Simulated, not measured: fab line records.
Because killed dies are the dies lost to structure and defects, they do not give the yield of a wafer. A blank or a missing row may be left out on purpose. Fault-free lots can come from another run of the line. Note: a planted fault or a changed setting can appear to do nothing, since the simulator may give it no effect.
fab line records + flow gf180mcu
record:
- lots: 5
- wafers: 15
- lastDay: 33
route steps=602 shown V1@355 M2@362
lots that met no fault: taken from a fault-free run of the same line
startH: hours from the record's first day to the start of the lot's first wafer shown + waitH: hours since the lot's step before + " same as the row above + L1.1+2: one row covering several wafers at once + - either no value or no given start + * or withheld: withheld + < > ~ a bound
route shown NAME@n: names a module that has steps shown in the file, with the first one's number in the route + usual: mean/standard deviation taken from wafers without a fault + same: alike in all rows + chamber/n: place in a boat + sites: per-site readings + _std_site: how widely they spread, as a standard deviation + _edge_site: outer sites' mean less inner sites' + radiusMm: how far each site lies from the wafer's centre + mask NAME#n: copy n + behind: the tool/chamber that last shaped the wafer + hold: reason for holding the lot/hours on hold/outcome of the hold + device: the n, p or np transistor that did not switch + end of line: the route-end tests of the same wafers + a step given without rows: its recipe and nothing more + killed: dies lost to structure and defects at the first sort, not the wafer's yield + map: a wafer's dies, x killed, . not, _ none there
set.NAME: setting as actually run; set.NAME@STEP: the setting as run at that earlier step + model.NAME: the simulator's own value behind a step, which no gauge read
lots seen at some steps along the route; tables by step, rows by wafer
services: from which hour (startH, from the record's first day; less than 0 if before it) a tool's chamber was out of use, for how many hours, and why
== steps ==
step: GF_V1_CLEAN_20
recipe:
- chemistry: DIW
- dry: n2Spin
| lot.wafer  | tool        | chamber | startH | waitH |
|------------|-------------|---------|--------|-------|
| L074.3+4+5 | wetBench-02 | 3       | 398.50 | 0.0   |
| L079.2+3+6 | wetBench-03 | 2       | 477.80 | 0.0   |
| L080.4+5+6 | wetBench-02 | 2       | 483.78 | 0.0   |
| L086.1+2+3 | wetBench-02 | 2       | 533.51 | 0.1   |
| L090.2+4+5 | wetBench-02 | 1       | 558.30 | 0.0   |
step: GF_V1_SPUTTER_21
recipe:
- material: Ti
- targetThkNm: 15
- chamberPressurePa: 5
- powerW: 2500
- substrateTempC: 200
- timeS: 80.02
usual:
- throttleValvePct: 30.1/0.93
| lot.wafer | tool          | chamber | startH | waitH | throttleValvePct |
|-----------|---------------|---------|--------|-------|------------------|
| L074.3    | pvdSputter-01 | -       | 398.61 | 0.0   | 30.5             |
| L074.4    | "             | -       | "      | "     | 29.2             |
| L074.5    | "             | -       | "      | "     | 30.7             |
| L079.2    | pvdSputter-04 | -       | 477.89 | 0.0   | 29.7             |
| L079.3    | "             | -       | "      | "     | 31.0             |
| L079.6    | "             | -       | "      | "     | 30.2             |
| L080.4    | pvdSputter-01 | -       | 483.88 | 0.0   | 28.8             |
| L080.5    | "             | -       | "      | "     | 30.6             |
| L080.6    | "             | -       | "      | "     | 29.1             |
| L086.1    | pvdSputter-01 | -       | 533.60 | 0.0   | 30.5             |
| L086.2    | "             | -       | "      | "     | 29.1             |
| L086.3    | "             | -       | "      | "     | 30.2             |
| L090.2    | pvdSputter-02 | -       | 558.39 | 0.0   | 30.7             |
| L090.4    | "             | -       | "      | "     | 32.0             |
| L090.5    | "             | -       | "      | "     | 29.2             |
step: GF_V1_SPUTTER_22
recipe:
- material: TiN
- targetThkNm: 10
- chamberPressurePa: 5
- powerW: 4000
- timeS: 40
usual:
- throttleValvePct: 30.1/0.96
| lot.wafer | tool          | chamber | startH | waitH | throttleValvePct |
|-----------|---------------|---------|--------|-------|------------------|
| L074.3    | pvdSputter-01 | -       | 398.67 | 0.0   | 30.5             |
| L074.4    | "             | -       | "      | "     | 29.2             |
| L074.5    | "             | -       | "      | "     | 30.6             |
| L079.2    | pvdSputter-04 | -       | 477.96 | 0.0   | 29.9             |
| L079.3    | "             | -       | "      | "     | 31.2             |
| L079.6    | "             | -       | "      | "     | 30.0             |
| L080.4    | pvdSputter-01 | -       | 483.94 | 0.0   | 28.6             |
| L080.5    | "             | -       | "      | "     | 30.6             |
| L080.6    | "             | -       | "      | "     | 29.3             |
| L086.1    | pvdSputter-01 | -       | 533.66 | 0.0   | 30.5             |
| L086.2    | "             | -       | "      | "     | 29.2             |
| L086.3    | "             | -       | "      | "     | 29.9             |
| L090.2    | pvdSputter-02 | -       | 558.45 | 0.0   | 31.1             |
| L090.4    | "             | -       | "      | "     | 32.1             |
| L090.5    | "             | -       | "      | "     | 28.9             |
step: GF_V1_CVD_23
recipe:
- material: W
- targetThkNm: 350
- timeS: 105.05
- tempC: 400
- pressureTorr: 40
usual:
- heaterPowerW: 837/100
- susceptorTempC: 400.03/0.2
| lot.wafer | tool    | chamber | startH | waitH | heaterPowerW | susceptorTempC |
|-----------|---------|---------|--------|-------|--------------|----------------|
| L074.3    | cvdW-01 | 1       | 398.75 | 0.1   | 849          | 400.25         |
| L074.4    | "       | 0       | "      | "     | 924          | 400.38         |
| L074.5    | "       | 0       | "      | "     | 964          | 400.27         |
| L079.2    | cvdW-01 | 0       | 477.99 | 0.0   | 963          | 400.34         |
| L079.3    | "       | 0       | "      | "     | 979          | 400.01         |
| L079.6    | "       | 0       | "      | "     | 954          | 400.17         |
| L080.4    | cvdW-02 | 0       | 484.02 | 0.1   | 691          | 399.97         |
| L080.5    | "       | 1       | "      | "     | 764          | 399.97         |
| L080.6    | "       | 0       | "      | "     | 695          | 399.94         |
| L086.1    | cvdW-02 | 0       | 533.70 | 0.0   | 716          | 400.25         |
| L086.2    | "       | 1       | "      | "     | 762          | 400.17         |
| L086.3    | "       | 0       | "      | "     | 712          | 400.28         |
| L090.2    | cvdW-02 | 0       | 558.49 | 0.0   | 685          | 399.82         |
| L090.4    | "       | 1       | "      | "     | 765          | 400.33         |
| L090.5    | "       | 1       | "      | "     | 759          | 400.44         |
step: GF_V1_RS_MEAS_24
recipe:
- thkMeasGauge: four-point-probe
- reads: W_of_V1_CVD_23+TiN_of_V1_SPUTTER_22+Ti_of_V1_SPUTTER_21
usual:
- V1_W_RS: 0.326/0.0043
| lot.wafer | tool         | chamber | startH | waitH | V1_W_RS[ohm/sq] |
|-----------|--------------|---------|--------|-------|-----------------|
| L074.3    | filmMetro-02 | -       | 398.87 | 0.1   | 0.326           |
| L074.4    | "            | -       | "      | "     | 0.324           |
| L074.5    | "            | -       | "      | "     | 0.328           |
| L079.2    | filmMetro-04 | -       | 478.13 | 0.1   | 0.317           |
| L079.3    | "            | -       | "      | "     | 0.321           |
| L079.6    | "            | -       | "      | "     | 0.318           |
| L080.4    | filmMetro-04 | -       | 484.15 | 0.1   | 0.331           |
| L080.5    | "            | -       | "      | "     | 0.329           |
| L080.6    | "            | -       | "      | "     | 0.330           |
| L086.1    | filmMetro-02 | -       | 533.81 | 0.1   | 0.333           |
| L086.2    | "            | -       | "      | "     | 0.327           |
| L086.3    | "            | -       | "      | "     | 0.329           |
| L090.2    | filmMetro-04 | -       | 558.63 | 0.1   | 0.329           |
| L090.4    | "            | -       | "      | "     | 0.327           |
| L090.5    | "            | -       | "      | "     | 0.330           |
step: GF_V1_THK_MEAS_25
recipe:
- thkMeasGauge: xrf
- reads: W_of_V1_CVD_23
usual:
- V1_W_THK: 356/6.6
| lot.wafer | tool         | chamber | startH | waitH | V1_W_THK[nm] |
|-----------|--------------|---------|--------|-------|--------------|
| L074.3    | filmMetro-02 | -       | 398.97 | 0.1   | 351          |
| L074.4    | "            | -       | "      | "     | 354          |
| L074.5    | "            | -       | "      | "     | 351          |
| L079.2    | filmMetro-04 | -       | 478.24 | 0.1   | 365          |
| L079.3    | "            | -       | "      | "     | 364          |
| L079.6    | "            | -       | "      | "     | 366          |
| L080.4    | filmMetro-04 | -       | 484.24 | 0.1   | 351          |
| L080.5    | "            | -       | "      | "     | 353          |
| L080.6    | "            | -       | "      | "     | 352          |
| L086.1    | filmMetro-02 | -       | 533.93 | 0.1   | 346          |
| L086.2    | "            | -       | "      | "     | 351          |
| L086.3    | "            | -       | "      | "     | 348          |
| L090.2    | filmMetro-04 | -       | 558.74 | 0.1   | 347          |
| L090.4    | "            | -       | "      | "     | 348          |
| L090.5    | "            | -       | "      | "     | 347          |
step: GF_V1_CMP_26
recipe:
- stopOn: SiO2
- downForcePsi: 3.5
- platenRpm: 60
- tOverpolishS: 15
- targetThkNm: 0
- padVelocityMS: 0.94248
usual:
- headPressurePsi: 3.501/0.0068
- motorCurrentA: 10.9/1
- overpolishRunS: 14.999/0.0094
- retainingRingPressureFrac: 1.001/0.005
- timeToEndpointS: 88/3.4
| lot.wafer | tool   | chamber | startH | waitH | headPressurePsi | motorCurrentA | overpolishRunS | retainingRingPressureFrac | timeToEndpointS |
|-----------|--------|---------|--------|-------|-----------------|---------------|----------------|---------------------------|-----------------|
| L074.3    | cmp-01 | 1       | 399.01 | 0.0   | 3.492           | 9.6           | 15.005         | 0.997                     | 85              |
| L074.4    | "      | 0       | "      | "     | 3.490           | 9.7           | 15.002         | 1.004                     | 94              |
| L074.5    | "      | 2       | "      | "     | 3.497           | 9.7           | 15.030         | 1.007                     | 90              |
| L079.2    | cmp-02 | 1       | 478.29 | 0.0   | 3.502           | 12.8          | 14.988         | 1.001                     | 86              |
| L079.3    | "      | 0       | "      | "     | 3.494           | 10.5          | 14.997         | 1.000                     | 86              |
| L079.6    | "      | 1       | "      | "     | 3.510           | 12.4          | 15.001         | 1.001                     | 86              |
| L080.4    | cmp-01 | 2       | 484.42 | 0.2   | 3.499           | 9.8           | 15.005         | 1.005                     | 87              |
| L080.5    | "      | 3       | "      | "     | 3.505           | 11.5          | 14.996         | 0.995                     | 87              |
| L080.6    | "      | 0       | "      | "     | 3.505           | 10.2          | 14.984         | 1.002                     | 88              |
| L086.2    | cmp-02 | 1       | 533.99 | 0.0   | 3.485           | 13.3          | 15.005         | 0.996                     | 85              |
| L086.1    | "      | 2       | "      | "     | 3.501           | 11.0          | 15.012         | 1.005                     | 89              |
| L086.3    | "      | 3       | "      | "     | 3.510           | 10.5          | 15.006         | 0.998                     | 86              |
| L090.2    | cmp-01 | 1       | 559.18 | 0.4   | 3.510           | 9.9           | 14.993         | 1.000                     | 83              |
| L090.4    | "      | 2       | "      | "     | 3.499           | 10.1          | 14.994         | 1.000                     | 84              |
| L090.5    | "      | 2       | "      | "     | 3.493           | 10.5          | 14.988         | 1.002                     | 83              |
step: GF_M2_SPUTTER_00
recipe:
- material: Ti
- targetThkNm: 37.5
- arrivingIonEnergyEv: 80
- substrateTempC: 200
- chamberPressurePa: 2
- powerW: 4000
- timeS: 150
usual:
- throttleValvePct: 29.6/0.85
| lot.wafer | tool          | chamber | startH | waitH | throttleValvePct |
|-----------|---------------|---------|--------|-------|------------------|
| L074.3    | pvdSputter-03 | -       | 399.31 | 0.2   | 28.9             |
| L074.4    | "             | -       | "      | "     | 29.2             |
| L074.5    | "             | -       | "      | "     | 28.3             |
| L079.2    | pvdSputter-03 | -       | 478.59 | 0.2   | 30.9             |
| L079.3    | "             | -       | "      | "     | 28.7             |
| L079.6    | "             | -       | "      | "     | 28.9             |
| L080.4    | pvdSputter-01 | -       | 484.57 | 0.1   | 30.9             |
| L080.5    | "             | -       | "      | "     | 29.3             |
| L080.6    | "             | -       | "      | "     | 29.9             |
| L086.1    | pvdSputter-01 | -       | 534.29 | 0.2   | 30.4             |
| L086.2    | "             | -       | "      | "     | 29.2             |
| L086.3    | "             | -       | "      | "     | 28.6             |
| L090.2    | pvdSputter-03 | -       | 559.48 | 0.2   | 28.2             |
| L090.4    | "             | -       | "      | "     | 30.6             |
| L090.5    | "             | -       | "      | "     | 30.6             |
step: GF_M2_SPUTTER_01
recipe:
- material: TiN
- targetThkNm: 30
- powerW: 6500
- timeS: 25
- chamberPressurePa: 0.4
usual:
- throttleValvePct: 29.5/0.87
| lot.wafer | tool          | chamber | startH | waitH | throttleValvePct |
|-----------|---------------|---------|--------|-------|------------------|
| L074.3    | pvdSputter-03 | -       | 399.41 | 0.1   | 28.9             |
| L074.4    | "             | -       | "      | "     | 28.7             |
| L074.5    | "             | -       | "      | "     | 28.2             |
| L079.2    | pvdSputter-03 | -       | 478.69 | 0.1   | 30.7             |
| L079.3    | "             | -       | "      | "     | 28.8             |
| L079.6    | "             | -       | "      | "     | 28.8             |
| L080.4    | pvdSputter-01 | -       | 484.67 | 0.1   | 30.4             |
| L080.5    | "             | -       | "      | "     | 29.0             |
| L080.6    | "             | -       | "      | "     | 30.0             |
| L086.1    | pvdSputter-01 | -       | 534.39 | 0.1   | 30.7             |
| L086.2    | "             | -       | "      | "     | 29.3             |
| L086.3    | "             | -       | "      | "     | 28.7             |
| L090.2    | pvdSputter-03 | -       | 559.58 | 0.1   | 28.2             |
| L090.4    | "             | -       | "      | "     | 30.5             |
| L090.5    | "             | -       | "      | "     | 30.6             |
step: GF_M2_SPUTTER_02
recipe:
- material: AlCu
- targetThkNm: 450
- powerW: 10600
- timeS: 23.9
- chamberPressurePa: 0.4
usual:
- throttleValvePct: 29.5/0.89
| lot.wafer | tool          | chamber | startH | waitH | throttleValvePct |
|-----------|---------------|---------|--------|-------|------------------|
| L074.3    | pvdSputter-03 | -       | 399.44 | 0.0   | 28.7             |
| L074.4    | "             | -       | "      | "     | 28.9             |
| L074.5    | "             | -       | "      | "     | 28.2             |
| L079.2    | pvdSputter-03 | -       | 478.72 | 0.0   | 30.5             |
| L079.3    | "             | -       | "      | "     | 29.0             |
| L079.6    | "             | -       | "      | "     | 29.0             |
| L080.4    | pvdSputter-01 | -       | 484.70 | 0.0   | 30.5             |
| L080.5    | "             | -       | "      | "     | 29.1             |
| L080.6    | "             | -       | "      | "     | 30.0             |
| L086.1    | pvdSputter-01 | -       | 534.42 | 0.0   | 30.5             |
| L086.2    | "             | -       | "      | "     | 29.2             |
| L086.3    | "             | -       | "      | "     | 28.8             |
| L090.2    | pvdSputter-03 | -       | 559.61 | 0.0   | 28.3             |
| L090.4    | "             | -       | "      | "     | 30.6             |
| L090.5    | "             | -       | "      | "     | 30.7             |
step: GF_M2_SPUTTER_03
recipe:
- material: Ti
- targetThkNm: 10
- substrateTempC: 300
- chamberPressurePa: 0.3
- powerW: 3000
- timeS: 6.7
usual:
- throttleValvePct: 29.6/0.88
| lot.wafer | tool          | chamber | startH | waitH | throttleValvePct |
|-----------|---------------|---------|--------|-------|------------------|
| L074.3    | pvdSputter-03 | -       | 399.47 | 0.0   | 28.6             |
| L074.4    | "             | -       | "      | "     | 28.8             |
| L074.5    | "             | -       | "      | "     | 28.2             |
| L079.2    | pvdSputter-03 | -       | 478.75 | 0.0   | 30.7             |
| L079.3    | "             | -       | "      | "     | 28.9             |
| L079.6    | "             | -       | "      | "     | 29.0             |
| L080.4    | pvdSputter-01 | -       | 484.73 | 0.0   | 30.4             |
| L080.5    | "             | -       | "      | "     | 29.2             |
| L080.6    | "             | -       | "      | "     | 30.0             |
| L086.1    | pvdSputter-01 | -       | 534.45 | 0.0   | 30.4             |
| L086.2    | "             | -       | "      | "     | 28.9             |
| L086.3    | "             | -       | "      | "     | 28.9             |
| L090.2    | pvdSputter-03 | -       | 559.64 | 0.0   | 28.0             |
| L090.4    | "             | -       | "      | "     | 30.9             |
| L090.5    | "             | -       | "      | "     | 30.7             |
step: GF_M2_SPUTTER_04
recipe:
- material: TiN
- targetThkNm: 50
- powerW: 6500
- timeS: 41.7
- chamberPressurePa: 0.4
usual:
- throttleValvePct: 29.5/0.87
| lot.wafer | tool          | chamber | startH | waitH | throttleValvePct |
|-----------|---------------|---------|--------|-------|------------------|
| L074.3    | pvdSputter-03 | -       | 399.49 | 0.0   | 29.2             |
| L074.4    | "             | -       | "      | "     | 28.8             |
| L074.5    | "             | -       | "      | "     | 27.9             |
| L079.2    | pvdSputter-03 | -       | 478.77 | 0.0   | 30.5             |
| L079.3    | "             | -       | "      | "     | 29.1             |
| L079.6    | "             | -       | "      | "     | 28.8             |
| L080.4    | pvdSputter-01 | -       | 484.75 | 0.0   | 30.5             |
| L080.5    | "             | -       | "      | "     | 29.2             |
| L080.6    | "             | -       | "      | "     | 30.1             |
| L086.1    | pvdSputter-01 | -       | 534.47 | 0.0   | 30.6             |
| L086.2    | "             | -       | "      | "     | 28.9             |
| L086.3    | "             | -       | "      | "     | 28.4             |
| L090.2    | pvdSputter-03 | -       | 559.66 | 0.0   | 28.1             |
| L090.4    | "             | -       | "      | "     | 30.8             |
| L090.5    | "             | -       | "      | "     | 30.6             |
step: GF_M2_RS_MEAS_05
recipe:
- thkMeasGauge: four-point-probe
- reads: TiN_of_M2_SPUTTER_04+Ti_of_M2_SPUTTER_03+AlCu_of_M2_SPUTTER_02+TiN_of_M2_SPUTTER_01+Ti_of_M2_SPUTTER_00
usual:
- M2_ALCU_RS: 0.0691/0.00098
| lot.wafer | tool         | chamber | startH | waitH | M2_ALCU_RS[ohm/sq] |
|-----------|--------------|---------|--------|-------|--------------------|
| L074.3    | filmMetro-02 | -       | 399.57 | 0.1   | 0.0676             |
| L074.4    | "            | -       | "      | "     | 0.0678             |
| L074.5    | "            | -       | "      | "     | 0.0706             |
| L079.2    | filmMetro-02 | -       | 478.83 | 0.0   | 0.0684             |
| L079.3    | "            | -       | "      | "     | 0.0677             |
| L079.6    | "            | -       | "      | "     | 0.0680             |
| L080.4    | filmMetro-01 | -       | 484.85 | 0.1   | 0.0692             |
| L080.5    | "            | -       | "      | "     | 0.0685             |
| L080.6    | "            | -       | "      | "     | 0.0692             |
| L086.1    | filmMetro-01 | -       | 534.51 | 0.0   | 0.0707             |
| L086.2    | "            | -       | "      | "     | 0.0697             |
| L086.3    | "            | -       | "      | "     | 0.0707             |
| L090.2    | filmMetro-01 | -       | 559.72 | 0.0   | 0.0690             |
| L090.4    | "            | -       | "      | "     | 0.0675             |
| L090.5    | "            | -       | "      | "     | 0.0672             |
step: GF_M2_THK_MEAS_06
recipe:
- thkMeasGauge: xrf
- reads: AlCu_of_M2_SPUTTER_02
usual:
- M2_ALCU_THK: 454/7.6
| lot.wafer | tool         | chamber | startH | waitH | M2_ALCU_THK[nm] |
|-----------|--------------|---------|--------|-------|-----------------|
| L074.3    | filmMetro-02 | -       | 399.67 | 0.1   | 466             |
| L074.4    | "            | -       | "      | "     | 467             |
| L074.5    | "            | -       | "      | "     | 447             |
| L079.2    | filmMetro-02 | -       | 478.94 | 0.1   | 461             |
| L079.3    | "            | -       | "      | "     | 467             |
| L079.6    | "            | -       | "      | "     | 461             |
| L080.4    | filmMetro-01 | -       | 484.94 | 0.1   | 457             |
| L080.5    | "            | -       | "      | "     | 462             |
| L080.6    | "            | -       | "      | "     | 454             |
| L086.1    | filmMetro-01 | -       | 534.63 | 0.1   | 441             |
| L086.2    | "            | -       | "      | "     | 449             |
| L086.3    | "            | -       | "      | "     | 442             |
| L090.2    | filmMetro-01 | -       | 559.83 | 0.1   | 449             |
| L090.4    | "            | -       | "      | "     | 460             |
| L090.5    | "            | -       | "      | "     | 464             |
step: GF_M2_DEHYDRATE_07
recipe:
- tempC: 200
- timeS: 60
| lot.wafer  | tool          | chamber | startH | waitH |
|------------|---------------|---------|--------|-------|
| L074.3+4+5 | lithoTrack-02 | 0       | 410.27 | 10.6  |
| L079.2+3+6 | lithoTrack-04 | 0       | 490.36 | 11.4  |
| L080.4+5+6 | lithoTrack-01 | 0       | 496.40 | 11.4  |
| L086.1+2+3 | lithoTrack-02 | 0       | 545.07 | 10.4  |
| L090.2+4+5 | lithoTrack-01 | 0       | 570.25 | 10.4  |
step: GF_M2_HMDS_08
recipe:
- primeTimeS: 60
- primeTempC: 120
| lot.wafer  | tool          | chamber | startH | waitH |
|------------|---------------|---------|--------|-------|
| L074.3+4+5 | lithoTrack-02 | 0       | 410.42 | 0.1   |
| L079.2+3+6 | lithoTrack-04 | 0       | 490.51 | 0.1   |
| L080.4+5+6 | lithoTrack-01 | 0       | 496.55 | 0.1   |
| L086.1+2+3 | lithoTrack-02 | 0       | 545.22 | 0.1   |
| L090.2+4+5 | lithoTrack-01 | 0       | 570.40 | 0.1   |
step: GF_M2_COAT_09
recipe:
- resist: KrF
- spinRpm: withheld
- resistThkNm: 1000
| lot.wafer  | tool          | chamber | startH | waitH |
|------------|---------------|---------|--------|-------|
| L074.3+4+5 | lithoTrack-02 | 0       | 410.57 | 0.1   |
| L079.2+3+6 | lithoTrack-04 | 0       | 490.66 | 0.1   |
| L080.4+5+6 | lithoTrack-01 | 0       | 496.70 | 0.1   |
| L086.1+2+3 | lithoTrack-02 | 0       | 545.37 | 0.1   |
| L090.2+4+5 | lithoTrack-01 | 0       | 570.55 | 0.1   |
step: GF_M2_SOFTBAKE_10
recipe:
- tempC: 130
- timeS: 60
- resist: KrF
| lot.wafer  | tool          | chamber | startH | waitH |
|------------|---------------|---------|--------|-------|
| L074.3+4+5 | lithoTrack-02 | 0       | 410.72 | 0.1   |
| L079.2+3+6 | lithoTrack-04 | 0       | 490.81 | 0.1   |
| L080.4+5+6 | lithoTrack-01 | 0       | 496.85 | 0.1   |
| L086.1+2+3 | lithoTrack-02 | 0       | 545.52 | 0.1   |
| L090.2+4+5 | lithoTrack-01 | 0       | 570.70 | 0.1   |
step: GF_M2_EXPOSE_11
recipe:
- maskId: Metal2
- targetCdNm: 280
- na: 0.68
- sourceShape: conventional
- sigmaOuter: 0.6
- doseMj: 28
| lot.wafer  | tool          | chamber | startH | waitH | mask     |
|------------|---------------|---------|--------|-------|----------|
| L074.3+4+5 | krfScanner-02 | 0       | -      | -     | Metal2#0 |
| L079.2+3+6 | krfScanner-02 | 0       | -      | -     | Metal2#0 |
| L080.4+5+6 | krfScanner-02 | 0       | -      | -     | Metal2#0 |
| L086.1+2+3 | krfScanner-02 | 0       | -      | -     | Metal2#0 |
| L090.2+4+5 | krfScanner-01 | 0       | -      | -     | Metal2#0 |
step: GF_M2_PEB_12
recipe:
- pebTempC: 135
- pebTimeS: 90
- resist: KrF
| lot.wafer  | tool          | chamber | startH | waitH |
|------------|---------------|---------|--------|-------|
| L074.3+4+5 | lithoTrack-02 | 0       | -      | -     |
| L079.2+3+6 | lithoTrack-04 | 0       | -      | -     |
| L080.4+5+6 | lithoTrack-01 | 0       | -      | -     |
| L086.1+2+3 | lithoTrack-01 | 0       | -      | -     |
| L090.2+4+5 | lithoTrack-02 | 0       | -      | -     |
step: GF_M2_DEVELOP_13
recipe:
- developTimeS: 60
- devTempC: 21
same:
- developTimeS: 60
| lot.wafer  | tool          | chamber | startH | waitH |
|------------|---------------|---------|--------|-------|
| L074.3+4+5 | lithoTrack-02 | 0       | 423.07 | 0.1   |
| L079.2+3+6 | lithoTrack-04 | 0       | 502.31 | 0.2   |
| L080.4+5+6 | lithoTrack-01 | 0       | 508.85 | 0.1   |
| L086.1+2+3 | lithoTrack-01 | 0       | 556.32 | 0.2   |
| L090.2+4+5 | lithoTrack-02 | 0       | 581.45 | 0.2   |
== services ==
| tool          | chamber | startH | hours | kind   |
|---------------|---------|--------|-------|--------|
| pvdSputter-04 | -       | 385.74 | 6.9   | repair |
| cvdW-02       | -       | 390.00 | 14.0  | pm     |
| krfScanner-02 | -       | 392.54 | 10.4  | repair |
| krfScanner-02 | -       | 401.24 | 0.3   | repair |
| krfScanner-02 | -       | 403.78 | 1.0   | pm     |
| cvdW-02       | -       | 404.00 | 14.6  | pm     |
| cmp-02        | -       | 404.21 | 4.0   | pm     |
| krfScanner-02 | -       | 408.92 | 1.3   | pm     |
| cvdW-01       | 0       | 413.27 | 5.1   | repair |
| pvdSputter-01 | -       | 413.65 | 0.5   | repair |
| pvdSputter-03 | -       | 415.82 | 8.1   | repair |
| cmp-01        | -       | 434.23 | 2.5   | repair |
| pvdSputter-04 | -       | 435.08 | 3.1   | repair |
| krfScanner-02 | -       | 438.49 | 0.5   | repair |
| cmp-02        | -       | 440.29 | 1.1   | repair |
| wetBench-02   | -       | 448.66 | 1.9   | pm     |
| krfScanner-02 | -       | 470.38 | 0.8   | pm     |
| pvdSputter-01 | -       | 474.95 | 6.7   | repair |
| krfScanner-02 | -       | 491.67 | 4.4   | pm     |
| cmp-01        | -       | 511.98 | 0.9   | repair |
| cmp-01        | -       | 524.60 | 1.3   | repair |
| krfScanner-02 | -       | 572.78 | 1.0   | pm     |
| cmp-01        | -       | 573.51 | 4.0   | pm     |
| cmp-01        | -       | 579.10 | 5.4   | pm     |
== key ==
fault none
